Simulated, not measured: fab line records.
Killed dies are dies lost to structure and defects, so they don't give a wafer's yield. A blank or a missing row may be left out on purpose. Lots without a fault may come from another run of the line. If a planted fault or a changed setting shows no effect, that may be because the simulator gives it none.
fab line records -- flow gf180mcu
record: lots: 11, wafers: 33, last_day: 33
route steps=602 shown V2@397 M3@411 V3@445
lots with no fault: from the same line, run without faults
start_h: hours from the record's opening day to when the first of the lot's shown wafers began -- wait_h: hours elapsed since this lot's preceding step -- " repeats the value in the row above -- L1.1+2: a row that stands for several wafers -- - no value present, or no start provided -- * or withheld: withheld -- < > ~ a bound
route shown NAME@n: names a module that has steps shown in the file, with the first one's number in the route -- usual: mean/standard deviation taken from wafers without a fault -- same: alike in all rows -- chamber/n: place in a boat -- sites: the reading at each site -- _std_site: the values' standard deviation -- _edge_site: mean of outer sites minus mean of inner sites -- radius_mm: for every site, how far away it sits from the centre of the wafer -- mask NAME#n: copy n -- behind: the last tool/chamber to shape the wafer -- hold: the reason the lot was held/the length of the hold in hours/how it ended -- device: which transistor (n, p or np) failed to switch -- end of line: tests run on the same wafers once the route is complete -- a step without rows: its recipe alone -- killed: count of dies lost to structure and defects at first sort (not the wafer's yield) -- map: shows each die of a wafer: x if killed, . if not, _ if none is there
set.NAME: the setting that was run; set.NAME@STEP: the one run at that earlier step -- model.NAME: the simulator's own value behind a step, which no gauge read
a sample of lots followed through the steps of the route, with each step as a table and each wafer as a row
services: from which hour (start_h, from the record's first day; less than 0 if before it) a tool's chamber was out of use, for how many hours, and why
== steps ==
step: GF_V2_OVL_MEAS_15
usual: V2_OVL: 1/4.9
lot.wafer,tool,chamber,start_h,wait_h,V2_OVL[nm]
L147.2,overlay-02,-,471.93,0.1,0
L147.3,overlay-02,-,471.93,0.1,-6
L147.5,overlay-02,-,471.93,0.1,-3
L148.4,overlay-02,-,477.34,0.1,3
L148.5,overlay-02,-,477.34,0.1,-2
L148.6,overlay-02,-,477.34,0.1,4
L150.1,overlay-02,-,501.08,0.1,1
L150.3,overlay-02,-,501.08,0.1,-4
L150.5,overlay-02,-,501.08,0.1,-9
L151.1,overlay-02,-,514.76,0.1,-6
L151.3,overlay-02,-,514.76,0.1,-7
L151.6,overlay-02,-,514.76,0.1,-5
L153.2,overlay-01,-,522.48,0.1,8
L153.3,overlay-01,-,522.48,0.1,2
L153.6,overlay-01,-,522.48,0.1,8
L154.1,overlay-01,-,536.96,0.1,-6
L154.2,overlay-01,-,536.96,0.1,-4
L154.3,overlay-01,-,536.96,0.1,0
L155.3,overlay-01,-,538.44,0.1,3
L155.4,overlay-01,-,538.44,0.1,-6
L155.6,overlay-01,-,538.44,0.1,-4
L161.1,overlay-01,-,586.02,0.1,5
L161.2,overlay-01,-,586.02,0.1,-1
L161.6,overlay-01,-,586.02,0.1,3
L162.1,overlay-01,-,590.92,0.1,4
L162.2,overlay-01,-,590.92,0.1,3
L162.6,overlay-01,-,590.92,0.1,5
L163.4,overlay-02,-,617.23,0.1,-5
L163.5,overlay-02,-,617.23,0.1,-6
L163.6,overlay-02,-,617.23,0.1,-6
L167.1,overlay-02,-,628.06,0.1,-1
L167.4,overlay-02,-,628.06,0.1,6
L167.6,overlay-02,-,628.06,0.1,3
step: GF_V2_CVD_23
recipe: material: W, target_thk_nm: 350, time_s: 104.94, temp_c: 400, pressure_torr: 40
usual: heater_power_w: 921/72, susceptor_temp_C: 399.99/0.21
lot.wafer,tool,chamber,start_h,wait_h,heater_power_w,susceptor_temp_C
L147.2,cvd_w-02,1,472.72,0.0,996,400.14
L147.3,cvd_w-02,0,472.72,0.0,838,400.10
L147.5,cvd_w-02,0,472.72,0.0,835,400.07
L148.4,cvd_w-01,0,478.16,0.1,845,400.01
L148.5,cvd_w-01,0,478.16,0.1,835,399.90
L148.6,cvd_w-01,1,478.16,0.1,982,400.05
L150.1,cvd_w-02,1,501.98,0.0,957,399.80
L150.3,cvd_w-02,1,501.98,0.0,988,399.86
L150.5,cvd_w-02,0,501.98,0.0,837,399.78
L151.1,cvd_w-01,1,515.60,0.0,1013,399.86
L151.3,cvd_w-01,1,515.60,0.0,1002,399.88
L151.6,cvd_w-01,0,515.60,0.0,835,400.00
L153.2,cvd_w-01,1,523.30,0.0,988,399.77
L153.3,cvd_w-01,0,523.30,0.0,854,399.91
L153.6,cvd_w-01,1,523.30,0.0,1011,399.85
L154.1,cvd_w-02,1,537.76,0.0,987,399.98
L154.2,cvd_w-02,0,537.76,0.0,854,400.35
L154.3,cvd_w-02,0,537.76,0.0,871,400.22
L155.3,cvd_w-02,1,539.26,0.1,986,399.95
L155.4,cvd_w-02,0,539.26,0.1,854,400.15
L155.6,cvd_w-02,1,539.26,0.1,977,399.88
L161.1,cvd_w-02,1,586.85,0.0,975,399.81
L161.2,cvd_w-02,0,586.85,0.0,828,399.90
L161.6,cvd_w-02,0,586.85,0.0,877,399.79
L162.1,cvd_w-01,0,591.72,0.0,850,400.32
L162.2,cvd_w-01,1,591.72,0.0,983,400.03
L162.6,cvd_w-01,1,591.72,0.0,1017,400.14
L163.4,cvd_w-02,1,618.04,0.1,1004,399.85
L163.5,cvd_w-02,1,618.04,0.1,989,400.12
L163.6,cvd_w-02,0,618.04,0.1,835,399.90
L167.1,cvd_w-02,1,628.86,0.0,978,400.38
L167.4,cvd_w-02,0,628.86,0.0,883,399.71
L167.6,cvd_w-02,0,628.86,0.0,866,399.80
step: GF_V2_RS_MEAS_24
recipe: thk_meas_gauge: four-point-probe, reads: W_of_V2_CVD_23+TiN_of_V2_SPUTTER_22+Ti_of_V2_SPUTTER_21
usual: V2_W_RS: 0.327/0.0031
lot.wafer,tool,chamber,start_h,wait_h,V2_W_RS[ohm/sq]
L147.2,film_metro-04,-,472.86,0.1,0.327
L147.3,film_metro-04,-,472.86,0.1,0.324
L147.5,film_metro-04,-,472.86,0.1,0.323
L148.4,film_metro-04,-,478.30,0.1,0.334
L148.5,film_metro-04,-,478.30,0.1,0.332
L148.6,film_metro-04,-,478.30,0.1,0.333
L150.1,film_metro-03,-,502.09,0.1,0.324
L150.3,film_metro-03,-,502.09,0.1,0.327
L150.5,film_metro-03,-,502.09,0.1,0.329
L151.1,film_metro-04,-,515.71,0.1,0.327
L151.3,film_metro-04,-,515.71,0.1,0.328
L151.6,film_metro-04,-,515.71,0.1,0.327
L153.2,film_metro-03,-,523.44,0.1,0.323
L153.3,film_metro-03,-,523.44,0.1,0.325
L153.6,film_metro-03,-,523.44,0.1,0.325
L154.1,film_metro-03,-,537.87,0.1,0.329
L154.2,film_metro-03,-,537.87,0.1,0.327
L154.3,film_metro-03,-,537.87,0.1,0.326
L155.3,film_metro-04,-,539.38,0.1,0.325
L155.4,film_metro-04,-,539.38,0.1,0.327
L155.6,film_metro-04,-,539.38,0.1,0.326
L161.1,film_metro-04,-,587.19,0.3,0.207
L161.2,film_metro-04,-,587.19,0.3,0.207
L161.6,film_metro-04,-,587.19,0.3,0.208
L162.1,film_metro-04,-,591.83,0.1,0.330
L162.2,film_metro-04,-,591.83,0.1,0.328
L162.6,film_metro-04,-,591.83,0.1,0.325
L163.4,film_metro-04,-,618.18,0.1,0.206
L163.5,film_metro-04,-,618.18,0.1,0.206
L163.6,film_metro-04,-,618.18,0.1,0.204
L167.1,film_metro-03,-,628.97,0.1,0.204
L167.4,film_metro-03,-,628.97,0.1,0.204
L167.6,film_metro-03,-,628.97,0.1,0.204
step: GF_V2_THK_MEAS_25
recipe: thk_meas_gauge: xrf, reads: W_of_V2_CVD_23
usual: V2_W_THK: 353/4
lot.wafer,tool,chamber,start_h,wait_h,V2_W_THK[nm]
L147.2,film_metro-04,-,472.97,0.1,355
L147.3,film_metro-04,-,472.97,0.1,360
L147.5,film_metro-04,-,472.97,0.1,358
L148.4,film_metro-04,-,478.39,0.1,349
L148.5,film_metro-04,-,478.39,0.1,352
L148.6,film_metro-04,-,478.39,0.1,350
L150.1,film_metro-03,-,502.21,0.1,357
L150.3,film_metro-03,-,502.21,0.1,355
L150.5,film_metro-03,-,502.21,0.1,353
L151.1,film_metro-04,-,515.83,0.1,356
L151.3,film_metro-04,-,515.83,0.1,353
L151.6,film_metro-04,-,515.83,0.1,354
L153.2,film_metro-03,-,523.55,0.1,358
L153.3,film_metro-03,-,523.55,0.1,356
L153.6,film_metro-03,-,523.55,0.1,356
L154.1,film_metro-03,-,537.99,0.1,351
L154.2,film_metro-03,-,537.99,0.1,350
L154.3,film_metro-03,-,537.99,0.1,354
L155.3,film_metro-04,-,539.48,0.1,351
L155.4,film_metro-04,-,539.48,0.1,351
L155.6,film_metro-04,-,539.48,0.1,350
L161.1,film_metro-04,-,587.31,0.1,563
L161.2,film_metro-04,-,587.31,0.1,561
L161.6,film_metro-04,-,587.31,0.1,563
L162.1,film_metro-04,-,591.95,0.1,353
L162.2,film_metro-04,-,591.95,0.1,355
L162.6,film_metro-04,-,591.95,0.1,358
L163.4,film_metro-04,-,618.27,0.1,569
L163.5,film_metro-04,-,618.27,0.1,564
L163.6,film_metro-04,-,618.27,0.1,566
L167.1,film_metro-03,-,629.09,0.1,-
L167.4,film_metro-03,-,629.09,0.1,570
L167.6,film_metro-03,-,629.09,0.1,-
step: GF_V2_CMP_26
recipe: stop_on: SiO2, down_force_psi: 3.5, platen_rpm: 60, t_overpolish_s: 15, target_thk_nm: 0, pad_velocity_m_s: 0.94248
usual: head_pressure_psi: 3.500/0.0075, motor_current_A: 11.0/0.97, time_to_endpoint_s: 86/3.8
lot.wafer,tool,chamber,start_h,wait_h,head_pressure_psi,motor_current_A,time_to_endpoint_s
L147.2,cmp-01,0,473.02,0.0,3.507,12.5,90
L147.3,cmp-01,1,473.02,0.0,3.506,9.6,90
L147.5,cmp-01,0,473.02,0.0,3.508,11.9,89
L148.4,cmp-01,0,478.42,0.0,3.496,12.2,88
L148.6,cmp-01,0,478.42,0.0,3.494,11.4,86
L148.5,cmp-01,1,478.42,0.0,3.499,9.2,85
L150.3,cmp-01,1,502.27,0.0,3.487,9.6,80
L150.1,cmp-01,3,502.27,0.0,3.500,9.3,84
L150.5,cmp-01,2,502.27,0.0,3.504,11.4,78
L151.1,cmp-02,0,515.94,0.1,3.500,11.3,91
L151.3,cmp-02,1,515.94,0.1,3.496,12.2,93
L151.6,cmp-02,0,515.94,0.1,3.503,11.2,91
L153.2,cmp-02,2,523.60,0.0,3.498,10.3,85
L153.3,cmp-02,3,523.60,0.0,3.517,10.8,86
L153.6,cmp-02,2,523.60,0.0,3.498,11.0,87
L154.3,cmp-02,2,538.05,0.0,3.510,10.9,87
L154.2,cmp-02,3,538.05,0.0,3.487,10.5,90
L154.1,cmp-02,1,538.05,0.0,3.490,12.4,85
L155.3,cmp-02,1,539.62,0.1,3.497,13.1,93
L155.4,cmp-02,2,539.62,0.1,3.495,10.3,89
L155.6,cmp-02,0,539.62,0.1,3.517,11.1,91
L161.1,cmp-01,2,587.37,0.1,3.507,11.8,131
L161.2,cmp-01,3,587.37,0.1,3.504,9.2,131
L161.6,cmp-01,2,587.37,0.1,3.510,10.9,130
L162.1,cmp-01,3,592.11,0.1,3.495,9.4,75
L162.2,cmp-01,0,592.11,0.1,3.499,11.8,83
L162.6,cmp-01,1,592.11,0.1,3.511,9.6,77
L163.4,cmp-02,3,618.30,0.0,3.497,10.4,135
L163.6,cmp-02,3,618.30,0.0,3.491,10.8,135
L163.5,cmp-02,0,618.30,0.0,3.513,11.1,136
L167.1,cmp-02,2,629.25,0.1,3.493,11.0,138
L167.4,cmp-02,3,629.25,0.1,3.501,11.1,138
L167.6,cmp-02,1,629.25,0.1,3.508,12.3,138
step: GF_M3_SPUTTER_02
recipe: material: AlCu, target_thk_nm: 450, power_w: 10600, time_s: 23.9, chamber_pressure_pa: 0.4
usual: throttle_valve_pct: 30.1/1
lot.wafer,tool,chamber,start_h,wait_h,throttle_valve_pct
L147.2,pvd_sputter-04,-,473.45,0.0,27.5
L147.3,pvd_sputter-04,-,473.45,0.0,28.4
L147.5,pvd_sputter-04,-,473.45,0.0,28.3
L148.4,pvd_sputter-02,-,478.85,0.0,31.0
L148.5,pvd_sputter-02,-,478.85,0.0,29.5
L148.6,pvd_sputter-02,-,478.85,0.0,32.1
L150.1,pvd_sputter-03,-,502.71,0.0,29.6
L150.3,pvd_sputter-03,-,502.71,0.0,29.9
L150.5,pvd_sputter-03,-,502.71,0.0,31.4
L151.1,pvd_sputter-03,-,516.32,0.0,30.1
L151.3,pvd_sputter-03,-,516.32,0.0,29.7
L151.6,pvd_sputter-03,-,516.32,0.0,30.2
L153.2,pvd_sputter-03,-,524.03,0.0,30.0
L153.3,pvd_sputter-03,-,524.03,0.0,31.1
L153.6,pvd_sputter-03,-,524.03,0.0,29.9
L154.1,pvd_sputter-03,-,538.48,0.0,29.7
L154.2,pvd_sputter-03,-,538.48,0.0,29.9
L154.3,pvd_sputter-03,-,538.48,0.0,30.0
L155.3,pvd_sputter-03,-,539.95,0.0,29.9
L155.4,pvd_sputter-03,-,539.95,0.0,30.0
L155.6,pvd_sputter-03,-,539.95,0.0,29.6
L161.1,pvd_sputter-02,-,587.81,0.0,29.8
L161.2,pvd_sputter-02,-,587.81,0.0,30.8
L161.6,pvd_sputter-02,-,587.81,0.0,30.6
L162.1,pvd_sputter-03,-,592.44,0.0,30.7
L162.2,pvd_sputter-03,-,592.44,0.0,29.6
L162.6,pvd_sputter-03,-,592.44,0.0,30.0
L163.4,pvd_sputter-03,-,618.73,0.0,31.1
L163.5,pvd_sputter-03,-,618.73,0.0,29.9
L163.6,pvd_sputter-03,-,618.73,0.0,30.2
L167.1,pvd_sputter-04,-,629.58,0.0,28.5
L167.4,pvd_sputter-04,-,629.58,0.0,30.8
L167.6,pvd_sputter-04,-,629.58,0.0,28.5
step: GF_V3_ETCH_16
recipe: chemistry: N2/H2, target_depth_a: withheld, overetch_a: withheld, time_s: withheld, target: BARC, ion_energy_ev: 200, source_w: 500, bias_w: 100, pressure_mtorr: 30, n2_flow_sccm: 100, h2_flow_sccm: 200
usual: drypump_motor_current_A: 5.7/0.35, oes_product_au: 0.854/0.0046, throttle_valve_pct: 13.226/0.0094
lot.wafer,tool,chamber,start_h,wait_h,drypump_motor_current_A,oes_product_au,throttle_valve_pct
L147.2,rie_diel-03,3,520.61,0.0,6.0,0.854,13.228
L147.3,rie_diel-03,0,520.61,0.0,6.0,0.852,13.231
L147.5,rie_diel-03,2,520.61,0.0,5.5,0.851,13.229
L148.4,rie_diel-04,1,526.76,0.0,5.6,0.856,13.229
L148.5,rie_diel-04,3,526.76,0.0,5.3,0.861,13.239
L148.6,rie_diel-04,0,526.76,0.0,5.6,0.855,13.208
L150.1,rie_diel-03,1,549.91,0.0,6.0,0.856,13.227
L150.3,rie_diel-03,0,549.91,0.0,6.0,0.855,13.231
L150.5,rie_diel-03,0,549.91,0.0,6.0,0.860,13.213
L151.1,rie_diel-03,1,562.66,0.0,6.0,0.854,13.216
L151.3,rie_diel-03,3,562.66,0.0,5.9,0.857,13.234
L151.6,rie_diel-03,0,562.66,0.0,6.0,0.856,13.233
L153.2,rie_diel-04,3,569.66,0.0,5.3,0.853,13.237
L153.3,rie_diel-04,0,569.66,0.0,5.6,0.856,13.220
L153.6,rie_diel-04,1,569.66,0.0,5.6,0.852,13.222
L154.1,rie_diel-03,3,583.86,0.0,6.0,0.863,13.197
L154.2,rie_diel-03,0,583.86,0.0,6.0,0.855,13.225
L154.3,rie_diel-03,2,583.86,0.0,5.5,0.853,13.221
L155.3,rie_diel-03,3,584.76,0.0,5.9,0.849,13.213
L155.4,rie_diel-03,0,584.76,0.0,6.0,0.851,13.220
L155.6,rie_diel-03,2,584.76,0.0,5.5,0.853,13.225
L161.1,rie_diel-02,1,630.11,0.0,5.3,0.846,13.240
L161.2,rie_diel-02,0,630.11,0.0,6.2,0.853,13.214
L161.6,rie_diel-02,1,630.11,0.0,5.3,0.848,13.240
L162.1,rie_diel-03,3,634.01,0.0,6.0,0.849,13.224
L162.2,rie_diel-03,1,634.01,0.0,6.0,0.854,13.225
L162.6,rie_diel-03,0,634.01,0.0,6.0,0.856,13.236
L163.4,rie_diel-04,1,659.78,0.0,5.6,0.852,13.225
L163.5,rie_diel-04,0,659.78,0.0,5.6,0.860,13.214
L163.6,rie_diel-04,3,659.78,0.0,5.2,0.860,13.241
L167.1,rie_diel-03,1,670.11,0.0,6.0,0.851,13.213
L167.4,rie_diel-03,3,670.11,0.0,5.9,0.854,13.229
L167.6,rie_diel-03,1,670.11,0.0,6.0,0.853,13.209
== services ==
tool,chamber,start_h,hours,kind
cmp-01,-,451.31,0.3,repair
pvd_sputter-03,-,459.80,21.7,repair
rie_diel-04,0,469.11,2.1,repair
rie_diel-03,1,471.83,4.7,repair
cvd_w-01,-,478.47,0.5,repair
cvd_w-02,-,479.13,6.0,pm
rie_diel-04,-,491.78,2.8,pm
cmp-02,-,500.61,1.5,repair
cmp-02,-,502.16,1.2,repair
rie_diel-03,3,521.76,8.0,repair
cmp-01,-,531.35,0.9,repair
rie_diel-04,0,535.78,8.7,repair
cmp-01,-,572.00,4.0,pm
rie_diel-03,1,577.50,13.6,repair
cmp-01,-,593.51,4.6,repair
cvd_w-01,-,604.31,14.6,pm
cmp-01,-,613.35,5.5,pm
cmp-01,-,634.08,5.6,pm
rie_diel-03,-,642.66,0.6,repair
rie_diel-03,1,644.39,13.9,repair
rie_diel-03,3,646.17,8.5,repair
cvd_w-01,-,650.22,0.9,repair
cvd_w-01,-,651.87,1.1,repair
cmp-02,-,669.84,8.4,pm
== key ==
first_sign: step: GF_V2_RS_MEAS_24, reading: V2_W_RS, direction: down, sigmas: 40, usual: 0.327, struck: 0.205
effect: step: GF_V2_THK_MEAS_25, reading: V2_W_THK, direction: up, sigmas: 53, usual: 353, struck: 565
effect: step: GF_V2_CMP_26, reading: time_to_endpoint_s, direction: up, sigmas: 13, usual: *, struck: *
met_at GF_V2_CVD_23
struck_lots L161,L163,L167
not_acting_at GF_V2_OVL_MEAS_15,GF_M3_SPUTTER_02,GF_V3_ETCH_16
onset_between 539.26 586.85
fault: kind: process_parameter_drift, tool: cvd_w-02, chamber: -, onset_h: 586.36, steps: GF_V2_CVD_23, channel: target_thk_nm, offset: 205.36, shape: step, end_h: 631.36, acts_in: these_recipes_only, stated: 350
